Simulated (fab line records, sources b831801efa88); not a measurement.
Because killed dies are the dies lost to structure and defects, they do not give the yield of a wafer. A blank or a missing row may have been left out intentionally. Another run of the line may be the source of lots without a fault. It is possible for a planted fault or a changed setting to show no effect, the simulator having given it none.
fab line records	flow sfqLine
record lots=6	wafers=18	lastDay=92
route steps=325 shown M5@201 A5B@209 R5@212 I5@228 C5@240 M8@325
lots that met no fault: from a run of the same line without faults
startH: start of the lot's first displayed wafer, in hours after the record's first day	waitH: hours since the lot's step before	" as in the row above	L1.1+2: a single row standing in for several wafers	- no value present, or no start provided	* or withheld: withheld	< > ~ a bound
route shown NAME@n: NAME is a module with steps in the file, n the number in the route of the first one	usual: average and standard deviation across the fault-free wafers	same: alike in all rows	chamber/n: place in a boat	sites: readings site by site	_std_site: their standard deviation	_edge_site: inner sites' mean taken away from outer sites' mean	radiusMm: for every site, how far away it sits from the centre of the wafer	mask NAME#n: copy n	behind: the last tool/chamber to shape the wafer	hold: why the lot was held/for how many hours/how that ended	device: the transistor (n, p or np) that didn't switch	end of line: the route-end tests of the same wafers	step lacking rows: just its recipe	killed: not the wafer's yield, but the dies lost to structure and defects at the first sort	map: a wafer's dies, x killed, . not, _ none there
set.NAME: setting as actually run; set.NAME@STEP: the setting as run at that earlier step	model.NAME: the simulator's own value behind a step, which no gauge read
lots at some steps of the route; a table a step, a row a wafer
services: when a tool's chamber went out of use (startH, in hours from the record's first day, below 0 if earlier), for how many hours, and the reason
## steps
# step SFQ_TRILAYER_M5_LITHO_EXPOSE_124
# recipe maskId=M5	na=0.6	sourceShape=conventional	sigmaOuter=0.65	targetCdNm=700	doseMj=14.4
# step SFQ_TRILAYER_M5_LITHO_PEB_126
# recipe pebTempC=115	pebTimeS=60	resist=KrF
# step SFQ_TRILAYER_M5_LITHO_DEVELOP_125
# recipe timeS=60	resist=KrF
# step SFQ_M5_OVL_MEAS_932
# usual M5_OVL=-4/6.1
lot.wafer	tool	chamber	startH	waitH	M5_OVL[nm]
L773.1	overlay-02	-	1335.27	0.1	-9
L773.5	"	-	"	"	-11
L773.6	"	-	"	"	-5
L777.1	overlay-01	-	1351.90	0.1	-11
L777.2	"	-	"	"	-7
L777.3	"	-	"	"	-13
L781.1	overlay-01	-	1365.10	0.1	1
L781.2	"	-	"	"	4
L781.6	"	-	"	"	4
L783.1	overlay-01	-	1398.87	0.1	-5
L783.2	"	-	"	"	-11
L783.5	"	-	"	"	-9
L789.1	overlay-02	-	1421.50	0.1	-5
L789.2	"	-	"	"	-6
L789.5	"	-	"	"	-6
L790.2	overlay-02	-	1425.12	0.1	-13
L790.3	"	-	"	"	-6
L790.4	"	-	"	"	-13
# step SFQ_TRILAYER_M5_BARC_OPEN_METAL_ETCH_161
# recipe maskMaterial=PR	chemistry=O2	targetDepthNm=125	target=BARC	icpW=600	biasW=80	pressureMtorr=10	timeS=41.7
# step SFQ_TRILAYER_M5_ETCH_METAL_ETCH_126
# recipe target=Nb	stopOn=SiO2	maskMaterial=PR	overEtchFrac=0.15	timeS=203.2	chemistry=Cl2/BCl3	targetDepthNm=265	icpW=600	biasW=80	pressureMtorr=10
# step SFQ_TRILAYER_M5_STRIP_STRIP_127
# recipe gas=O2	powerW=200	platenTempC=40	overashFraction=0.65	chemistry=O2	pressureMtorr=50
# step SFQ_TRILAYER_M5_STRIP_SOLV_CLEAN_128
# recipe chemistry=NMP	tempC=70	timeS=600
# step SFQ_TRILAYER_A5B_DEP_PECVD_129
# recipe material=SiO2	tempC=150	timeS=133.33	pressureTorr=2.4	rfW=183.3	precursor=SiH4/N2O	targetThkNm=600
# step SFQ_TRILAYER_A5B_CMP_CMP_130
# recipe stopOn=Nb	downForcePsi=3	platenRpm=60	targetThkNm=340.7
# step SFQ_TRILAYER_A5B_METRO_MEASURE_131
# step SFQ_TRILAYER_R5_DEP_SPUTTER_132
# recipe material=Ti	basePressurePa=1.33e-06	targetThkNm=5	powerW=2000	timeS=5	chamberPressurePa=0.4
# usual cathodeDcPowerW=2000.0/0.38	throttleValvePct=29.9/0.77
lot.wafer	tool	chamber	startH	waitH	cathodeDcPowerW	throttleValvePct
L773.1	pvdSputter-04	-	1340.63	1.0	1999.7	31.9
L773.5	"	-	"	"	2000.8	30.5
L773.6	"	-	"	"	1999.9	29.4
L777.1	pvdSputter-06	-	1357.25	1.0	2000.4	30.3
L777.2	"	-	"	"	1999.9	30.7
L777.3	"	-	"	"	2000.0	30.3
L781.1	pvdSputter-06	-	1372.63	1.0	1999.8	30.5
L781.2	"	-	"	"	1999.9	30.7
L781.6	"	-	"	"	2000.3	30.1
L783.1	pvdSputter-06	-	1404.34	1.0	2000.2	30.5
L783.2	"	-	"	"	2000.7	30.4
L783.5	"	-	"	"	1999.5	30.4
L789.1	pvdSputter-04	-	1428.41	1.0	2000.1	29.5
L789.2	"	-	"	"	2000.2	29.5
L789.5	"	-	"	"	1999.8	30.4
L790.2	pvdSputter-05	-	1433.80	0.8	2000.6	29.4
L790.3	"	-	"	"	1999.9	29.6
L790.4	"	-	"	"	2000.3	29.3
# step SFQ_TRILAYER_R5_DEP_SPUTTER_133
# recipe material=MoNx	basePressurePa=1.33e-06	targetThkNm=40	powerW=1000	timeS=66.7	chamberPressurePa=0.4
# usual cathodeDcPowerW=1000.0/0.19	throttleValvePct=29.9/0.77
lot.wafer	tool	chamber	startH	waitH	cathodeDcPowerW	throttleValvePct	model.MoNx_of_TRILAYER_R5_DEP_SPUTTER_133.thkNm
L773.1	pvdSputter-04	-	1340.65	0.0	999.87	32.0	40.56
L773.5	"	-	"	"	1000.4	30.4	40.71
L773.6	"	-	"	"	1000.1	29.5	40.41
L777.1	pvdSputter-06	-	1357.27	0.0	999.86	30.7	40.49
L777.2	"	-	"	"	999.92	30.7	40.81
L777.3	"	-	"	"	1000.3	30.2	39.39
L781.1	pvdSputter-06	-	1372.65	0.0	969.48	30.5	39.1
L781.2	"	-	"	"	969.78	30.6	39.34
L781.6	"	-	"	"	969.70	30.4	38.84
L783.1	pvdSputter-06	-	1404.36	0.0	969.77	30.4	38.4
L783.2	"	-	"	"	969.53	30.5	39.08
L783.5	"	-	"	"	969.53	30.3	38.08
L789.1	pvdSputter-04	-	1428.43	0.0	999.95	29.5	39.85
L789.2	"	-	"	"	999.92	29.8	40.08
L789.5	"	-	"	"	1000.1	30.5	40.04
L790.2	pvdSputter-05	-	1433.82	0.0	999.97	29.6	39.56
L790.3	"	-	"	"	1000.1	29.8	39.61
L790.4	"	-	"	"	1000.1	29.3	40.01
# step SFQ_TRILAYER_R5_DEP_SPUTTER_134
# recipe material=Ti	basePressurePa=1.33e-06	targetThkNm=5	powerW=2000	timeS=5	chamberPressurePa=0.4
# step SFQ_R5_RS_MEAS_933
# recipe thkMeasGauge=four-point-probe	reads=Ti_of_TRILAYER_R5_DEP_SPUTTER_134+MoNx_of_TRILAYER_R5_DEP_SPUTTER_133+Ti_of_TRILAYER_R5_DEP_SPUTTER_132
# usual R5_MONX_RS=7.03/0.079
lot.wafer	tool	chamber	startH	waitH	R5_MONX_RS[ohm/sq]
L773.1	filmMetro-01	-	1340.72	0.0	6.94
L773.5	"	-	"	"	6.95
L773.6	"	-	"	"	6.97
L777.1	filmMetro-04	-	1357.34	0.0	6.99
L777.2	"	-	"	"	6.92
L777.3	"	-	"	"	7.14
L781.1	filmMetro-01	-	1372.72	0.0	7.23
L781.2	"	-	"	"	7.17
L781.6	"	-	"	"	7.24
L783.1	filmMetro-01	-	1404.43	0.0	7.35
L783.2	"	-	"	"	7.19
L783.5	"	-	"	"	7.36
L789.1	filmMetro-01	-	1428.50	0.0	7.04
L789.2	"	-	"	"	7.00
L789.5	"	-	"	"	7.05
L790.2	filmMetro-02	-	1433.91	0.0	7.09
L790.3	"	-	"	"	7.10
L790.4	"	-	"	"	7.02
# step SFQ_R5_THK_MEAS_934
# recipe thkMeasGauge=xrf	reads=MoNx_of_TRILAYER_R5_DEP_SPUTTER_133
# usual R5_MONX_THK=39.6/0.47
lot.wafer	tool	chamber	startH	waitH	R5_MONX_THK[nm]
L773.1	filmMetro-01	-	1340.84	0.1	40.1
L773.5	"	-	"	"	40.2
L773.6	"	-	"	"	39.8
L777.1	filmMetro-04	-	1357.46	0.1	39.9
L777.2	"	-	"	"	40.4
L777.3	"	-	"	"	38.8
L781.1	filmMetro-01	-	1372.84	0.1	38.4
L781.2	"	-	"	"	38.6
L781.6	"	-	"	"	38.1
L783.1	filmMetro-01	-	1404.55	0.1	37.9
L783.2	"	-	"	"	38.1
L783.5	"	-	"	"	37.4
L789.1	filmMetro-01	-	1428.62	0.1	39.2
L789.2	"	-	"	"	39.4
L789.5	"	-	"	"	39.3
L790.2	filmMetro-02	-	1434.02	0.1	39.4
L790.3	"	-	"	"	39.4
L790.4	"	-	"	"	39.8
# step SFQ_TRILAYER_R5_LITHO_COAT_141
# recipe resist=BARC	spinRpm=3000	resistThkNm=62
# step SFQ_TRILAYER_R5_LITHO_COAT_136
# recipe resist=KrF	spinRpm=3000	resistThkNm=600
# step SFQ_TRILAYER_R5_LITHO_SOFTBAKE_140
# recipe tempC=withheld	timeS=withheld	resist=KrF
# step SFQ_TRILAYER_R5_LITHO_EXPOSE_137
# recipe maskId=R5	na=0.6	sourceShape=conventional	sigmaOuter=0.65	targetCdNm=500	doseMj=14.4
# step SFQ_TRILAYER_R5_LITHO_PEB_139
# recipe pebTempC=115	pebTimeS=60	resist=KrF
# step SFQ_TRILAYER_R5_LITHO_DEVELOP_138
# recipe timeS=60	resist=KrF
# step SFQ_R5_OVL_MEAS_935
# usual R5_OVL=3/4.6
lot.wafer	tool	chamber	startH	waitH	R5_OVL[nm]
L773.1	overlay-02	-	1481.32	0.1	8
L773.5	"	-	"	"	11
L773.6	"	-	"	"	7
L777.1	overlay-01	-	1493.32	0.1	0
L777.2	"	-	"	"	-3
L777.3	"	-	"	"	-4
L781.1	overlay-01	-	1505.32	0.1	1
L781.2	"	-	"	"	-4
L781.6	"	-	"	"	-6
L783.1	overlay-02	-	1535.32	0.1	11
L783.2	"	-	"	"	4
L783.5	"	-	"	"	10
L789.1	overlay-01	-	1559.75	0.1	1
L789.2	"	-	"	"	1
L789.5	"	-	"	"	-2
L790.2	overlay-01	-	1564.55	0.1	9
L790.3	"	-	"	"	2
L790.4	"	-	"	"	9
# step SFQ_TRILAYER_R5_BARC_OPEN_METAL_ETCH_177
# recipe maskMaterial=PR	chemistry=O2	targetDepthNm=125	target=BARC	icpW=600	biasW=80	pressureMtorr=10	timeS=41.7
# usual drypumpMotorCurrentA=5.36/0.23	oesProductAu=0.685/0.0044
lot.wafer	tool	chamber	startH	waitH	drypumpMotorCurrentA	oesProductAu	rfHoursCounterH
L773.1	rieMetal-03	0	1481.36	0.0	5.24	0.691	37
L773.5	"	1	"	"	5.49	0.689	-
L773.6	"	0	"	"	5.26	0.680	-
L777.1	rieMetal-01	1	1493.36	0.0	5.35	0.688	101
L777.2	"	0	"	"	5.84	0.688	78
L777.3	"	1	"	"	5.37	0.695	-
L781.1	rieMetal-03	1	1505.36	0.0	5.53	0.681	1
L781.2	"	0	"	"	5.25	0.681	42
L781.6	"	1	"	"	5.52	0.691	-
L783.1	rieMetal-01	0	1535.36	0.0	5.80	0.681	83
L783.2	"	1	"	"	5.38	0.691	106
L783.5	"	0	"	"	5.79	0.688	-
L789.1	rieMetal-01	1	1559.78	0.0	5.37	0.687	110
L789.2	"	0	"	"	5.86	0.680	87
L789.5	"	0	"	"	5.88	0.685	-
L790.2	rieMetal-01	0	1564.58	0.0	5.84	0.680	88
L790.3	"	1	"	"	5.38	0.687	-
L790.4	"	0	"	"	5.84	0.690	-
# step SFQ_TRILAYER_R5_ETCH_METAL_ETCH_139
# recipe stopOn=SiO2	maskMaterial=PR	chemistry=Cl2	targetDepthNm=60	icpW=600	biasW=80	pressureMtorr=10	timeS=40
# usual drypumpMotorCurrentA=5.36/0.23	oesProductAu=0.988/0.0075
lot.wafer	tool	chamber	startH	waitH	drypumpMotorCurrentA	oesProductAu	rfHoursCounterH
L773.1	rieMetal-03	0	1481.42	0.0	5.22	0.987	37
L773.5	"	1	"	"	5.49	0.993	-
L773.6	"	0	"	"	5.21	0.987	-
L777.1	rieMetal-01	1	1493.42	0.0	5.38	1.004	101
L777.2	"	0	"	"	5.86	0.982	78
L777.3	"	1	"	"	5.39	0.998	-
L781.1	rieMetal-03	1	1505.42	0.0	5.51	0.995	1
L781.2	"	0	"	"	5.26	0.991	42
L781.6	"	1	"	"	5.51	0.987	-
L783.1	rieMetal-01	0	1535.42	0.0	5.82	0.984	83
L783.2	"	1	"	"	5.38	0.997	106
L783.5	"	0	"	"	5.82	0.984	-
L789.1	rieMetal-01	1	1559.84	0.0	5.37	0.997	110
L789.2	"	0	"	"	5.84	0.985	87
L789.5	"	0	"	"	5.88	0.980	-
L790.2	rieMetal-01	0	1564.64	0.0	5.85	0.975	88
L790.3	"	1	"	"	5.39	0.986	-
L790.4	"	0	"	"	5.85	0.974	-
# step SFQ_TRILAYER_R5_STRIP_STRIP_140
# recipe gas=O2	powerW=200	platenTempC=40	overashFraction=0.65	chemistry=O2	pressureMtorr=50
# step SFQ_TRILAYER_R5_STRIP_SOLV_CLEAN_141
# recipe chemistry=NMP	tempC=70	timeS=600
# step SFQ_TRILAYER_A5C_DEP_PECVD_142
# recipe material=SiO2	tempC=150	timeS=15.556	pressureTorr=2.4	rfW=183.3	precursor=SiH4/N2O	targetThkNm=70
# step SFQ_TRILAYER_I5_LITHO_COAT_149
# recipe resist=BARC	spinRpm=3000	resistThkNm=62
# step SFQ_TRILAYER_I5_LITHO_COAT_144
# recipe resist=KrF	spinRpm=3000	resistThkNm=650
# step SFQ_TRILAYER_I5_LITHO_SOFTBAKE_148
# recipe tempC=withheld	timeS=withheld	resist=KrF
# step SFQ_TRILAYER_I5_LITHO_EXPOSE_145
# recipe maskId=I5	na=0.6	sourceShape=conventional	sigmaOuter=0.65	targetCdNm=700	doseMj=21.3
# step SFQ_TRILAYER_I5_LITHO_PEB_147
# recipe pebTempC=115	pebTimeS=60	resist=KrF
# step SFQ_TRILAYER_I5_LITHO_DEVELOP_146
# recipe timeS=60	resist=KrF
# step SFQ_I5_OVL_MEAS_936
# usual I5_OVL=-3/5.9
lot.wafer	tool	chamber	startH	waitH	I5_OVL[nm]
L773.1	overlay-02	-	1605.14	0.1	0
L773.5	"	-	"	"	5
L773.6	"	-	"	"	5
L777.1	overlay-01	-	1612.34	0.1	3
L777.2	"	-	"	"	-6
L777.3	"	-	"	"	-7
L781.1	overlay-01	-	1625.54	0.1	1
L781.2	"	-	"	"	3
L781.6	"	-	"	"	4
L783.1	overlay-01	-	1645.94	0.1	-8
L783.2	"	-	"	"	-11
L783.5	"	-	"	"	-4
L789.1	overlay-01	-	1669.94	0.1	-4
L789.2	"	-	"	"	-1
L789.5	"	-	"	"	1
L790.2	overlay-01	-	1674.74	0.1	-8
L790.3	"	-	"	"	-5
L790.4	"	-	"	"	-3
# step SFQ_TRILAYER_I5_BARC_OPEN_VIA_ETCH_200
# recipe maskMaterial=PR	chemistry=O2	targetDepthNm=125	target=BARC	sourceW=500	biasW=80	pressureMtorr=30	timeS=41.7
# step SFQ_TRILAYER_I5_ETCH_VIA_ETCH_147
# recipe stopOn=Nb	maskMaterial=PR	chemistry=CHF3	targetDepthNm=360	sourceW=500	biasW=80	pressureMtorr=30	timeS=withheld
# usual drypumpMotorCurrentA=6.0/0.54	oesProductAu=0.989/0.0063
lot.wafer	tool	chamber	startH	waitH	drypumpMotorCurrentA	oesProductAu
L773.1	rieDiel-04	3	1605.21	0.0	5.7	0.980
L773.5	"	1	"	"	6.4	0.992
L773.6	"	0	"	"	5.2	0.988
L777.1	rieDiel-04	2	1612.41	0.0	6.3	0.989
L777.2	"	1	"	"	6.4	0.983
L777.3	"	3	"	"	5.8	0.983
L781.1	rieDiel-04	0	1625.61	0.0	5.2	0.990
L781.2	"	3	"	"	5.8	0.984
L781.6	"	3	"	"	5.8	0.989
L783.1	rieDiel-04	3	1646.01	0.0	5.7	0.984
L783.2	"	0	"	"	5.1	0.978
L783.5	"	1	"	"	6.4	0.985
L789.1	rieDiel-04	0	1670.01	0.0	5.2	0.988
L789.2	"	3	"	"	5.8	0.980
L789.5	"	0	"	"	5.2	0.991
L790.2	rieDiel-01	3	1674.81	0.0	6.4	0.986
L790.3	"	2	"	"	5.0	0.995
L790.4	"	1	"	"	6.7	0.986
# step SFQ_TRILAYER_I5_STRIP_STRIP_148
# recipe gas=O2	powerW=200	platenTempC=40	overashFraction=0.65	chemistry=O2	pressureMtorr=50
# usual drypumpMotorCurrentA=5.4/0.36	oesProductAu=0.996/0.013
lot.wafer	tool	chamber	startH	waitH	drypumpMotorCurrentA	oesProductAu	rfHoursCounterH
L773.1	rieMetal-04	0	1605.36	-	5.1	1.005	79
L773.5	"	1	"	"	5.3	0.979	-
L773.6	"	0	"	"	5.1	1.010	-
L777.1	rieMetal-02	0	1612.56	-	5.7	0.989	44
L777.2	"	1	"	"	4.7	1.013	48
L777.3	"	0	"	"	5.7	0.983	-
L781.1	rieMetal-01	1	1625.76	-	5.4	1.005	119
L781.2	"	0	"	"	5.8	0.978	96
L781.6	"	1	"	"	5.4	1.000	-
L783.1	rieMetal-01	1	1646.16	-	5.4	1.012	122
L783.2	"	0	"	"	5.8	0.985	100
L783.5	"	1	"	"	5.4	1.015	-
L789.1	rieMetal-01	0	1670.16	-	5.9	0.979	104
L789.2	"	1	"	"	5.4	1.002	126
L789.5	"	1	"	"	5.4	1.006	-
L790.2	rieMetal-02	0	1674.96	-	5.6	0.995	54
L790.3	"	1	"	"	4.7	1.020	-
L790.4	"	0	"	"	5.7	1.004	-
# step SFQ_TRILAYER_I5_STRIP_SOLV_CLEAN_149
# recipe chemistry=NMP	tempC=70	timeS=600
# step SFQ_TRILAYER_C5_LITHO_COAT_156
# recipe resist=BARC	spinRpm=3000	resistThkNm=62
# step SFQ_TRILAYER_C5_LITHO_COAT_151
# recipe resist=KrF	spinRpm=3000	resistThkNm=650
# step SFQ_TRILAYER_C5_LITHO_SOFTBAKE_155
# recipe tempC=withheld	timeS=withheld	resist=KrF
# step SFQ_M8_BOW_MEAS_951
# recipe mode=bow
# usual M8_BOW=7/10
lot.wafer	tool	chamber	startH	waitH	M8_BOW[um]	model.etest.r5.ohmUm	model.etest.r5.ohmSq	model.etest.c5.linkOhm
L773.1	filmMetro-03	-	2056.98	0.0	15	13.88	6.938	7.901
L773.5	"	-	"	"	-3	13.8	6.913	7.88
L773.6	"	-	"	"	15	13.95	6.963	7.925
L777.1	filmMetro-03	-	2152.49	0.0	8	13.8	6.949	7.888
L777.2	"	-	"	"	6	13.68	6.895	7.84
L777.3	"	-	"	"	18	14.21	7.144	8.094
L781.1	filmMetro-02	-	2158.49	0.0	1	14.39	7.196	8.165
L781.2	"	-	"	"	11	14.28	7.154	8.12
L781.6	"	-	"	"	12	14.46	7.245	8.216
L783.1	filmMetro-02	-	2166.89	0.0	5	14.61	7.329	8.284
L783.2	"	-	"	"	-3	14.37	7.2	8.151
L783.5	"	-	"	"	-6	14.73	7.389	8.339
L789.1	filmMetro-04	-	2192.09	0.0	8	14.11	7.062	8.022
L789.2	"	-	"	"	20	14.01	7.021	7.971
L789.5	"	-	"	"	5	14.02	7.027	7.989
L790.2	filmMetro-04	-	2199.31	0.0	10	14.16	7.113	8.06
L790.3	"	-	"	"	20	14.13	7.104	8.073
L790.4	"	-	"	"	21	14	7.032	8.002
## services
tool	chamber	startH	hours	kind
pvdSputter-06	-	1329.02	2.9	repair
rieDiel-04	0	1347.81	4.0	repair
rieDiel-01	3	1356.52	19.4	repair
rieMetal-04	-	1361.15	0.5	repair
rieMetal-01	1	1363.26	3.7	repair
rieDiel-04	2	1373.11	5.8	repair
rieDiel-01	2	1381.01	3.7	repair
pvdSputter-04	-	1405.39	4.4	repair
rieDiel-01	0	1425.89	34.2	repair
pvdSputter-06	-	1460.95	0.9	repair
pvdSputter-04	-	1462.39	2.0	repair
rieDiel-01	1	1471.99	6.7	repair
pvdSputter-05	-	1502.50	4.6	repair
rieMetal-03	-	1511.07	2.8	pm
rieDiel-01	1	1529.06	18.8	repair
rieDiel-04	0	1543.25	8.9	repair
rieDiel-01	0	1545.49	31.5	repair
rieMetal-04	-	1559.62	0.7	repair
rieMetal-01	-	1576.38	2.4	repair
rieDiel-04	-	1591.77	1.0	repair
rieDiel-01	3	1606.08	6.4	repair
rieDiel-01	2	1621.42	12.0	repair
rieMetal-03	-	1648.06	0.7	repair
pvdSputter-06	-	1656.05	2.3	repair
## key
firstSign step=SFQ_TRILAYER_R5_DEP_SPUTTER_133	reading=cathodeDcPowerW	direction=down	sigmas=99+	usual=1000.0	struck=969.63
effect step=SFQ_R5_RS_MEAS_933	reading=R5_MONX_RS	direction=up	sigmas=2.9	usual=7.03	struck=7.26
effect step=SFQ_R5_THK_MEAS_934	reading=R5_MONX_THK	direction=down	sigmas=3.2	usual=39.6	struck=38.1
modelEffect step=SFQ_TRILAYER_R5_DEP_SPUTTER_133	value=MoNx_of_TRILAYER_R5_DEP_SPUTTER_133.thkNm	without=40.02	struck=38.81
modelEffect step=SFQ_M8_BOW_MEAS_951	value=etest.r5.ohmUm	without=14.03	struck=14.47
metAt SFQ_TRILAYER_R5_DEP_SPUTTER_133
struckWafers L781.1,L781.2,L781.6,L783.1,L783.2,L783.5
onsetBetween 1357.27 1372.65
fault kind=processParameterDrift	tool=pvdSputter-06	chamber=-	onsetH=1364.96	steps=SFQ_TRILAYER_R5_DEP_SPUTTER_133	channel=powerW	offset=-30.245	shape=step	endH=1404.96	actsIn=theseRecipesOnly	stated=1000
